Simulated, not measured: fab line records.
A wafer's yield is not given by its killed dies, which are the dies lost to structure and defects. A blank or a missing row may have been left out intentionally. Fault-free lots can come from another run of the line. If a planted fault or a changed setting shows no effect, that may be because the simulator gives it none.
Which tool did it?    flow sky130    Sampling: 10 lots, 30 wafers, 2 of 708 route steps

WHAT THE GAUGES READ, wafer by wafer
SKY_CAP2M_RS_MEAS_03: measures by four-point-probe.
lot   measured      on             CAP2M_TIN_RS (ohm/sq)
L203  day 39 16:44  film_metro-02  6.90 6.89 6.95
L205  day 40 11:40  film_metro-02  6.93 6.78 6.86
L206  day 40 22:28  film_metro-02  6.81 6.84 6.76
L207  day 41 00:13  film_metro-02  6.96 6.99 6.92
L209  day 41 17:55  film_metro-04  6.95 6.98 6.82
L213  day 42 17:43  film_metro-02  6.96 6.37 6.32
L217  day 43 23:51  film_metro-03  6.97 6.96 6.30
L220  day 44 17:23  film_metro-04  6.82 6.87 6.80
L223  day 45 10:46  film_metro-03  7.02 7.00 6.96
L226  day 46 10:47  film_metro-03  6.96 6.96 6.84

WHICH TOOL RAN EACH LOT (tool, then ch and the chambers of the sampled wafers, then the start)
lot   SKY_CAP2M_SPUTTER_02
L203  pvd_sputter-04, day 39 16:38
L205  pvd_sputter-01, day 40 11:31
L206  pvd_sputter-04, day 40 22:22
L207  pvd_sputter-04, day 41 00:05
L209  pvd_sputter-01, day 41 17:48
L213  pvd_sputter-04, day 42 17:35
L217  pvd_sputter-04, day 43 23:44
L220  pvd_sputter-03, day 44 17:17
L223  pvd_sputter-03, day 45 10:40
L226  pvd_sputter-04, day 46 10:40
- SKY_CAP2M_SPUTTER_02: material TiN, target thk 200 nm, time 166.7 s.

THE ANSWER, worked out from the rows above alone
Rule: the usual values come from the lots themselves. The widest of any qualifying gaps counts: lots, ordered by their means at a reading, are off when they make up no more than a third of the lots, leave a main group of 4 or more, and stand apart from it by 3 or more times the standard deviation of that group's means. A main group whose means are all the same, to the digits that the tables above print for the reading, isn't used. Also off: a lot with no number at a reading for which 4 or more lots have one. All remaining lots with rows at the step are treated as sound.
No lot is off on any of the readings shown, so nothing can be concluded from this.

WHAT THE SIMULATOR HAD INSERTED
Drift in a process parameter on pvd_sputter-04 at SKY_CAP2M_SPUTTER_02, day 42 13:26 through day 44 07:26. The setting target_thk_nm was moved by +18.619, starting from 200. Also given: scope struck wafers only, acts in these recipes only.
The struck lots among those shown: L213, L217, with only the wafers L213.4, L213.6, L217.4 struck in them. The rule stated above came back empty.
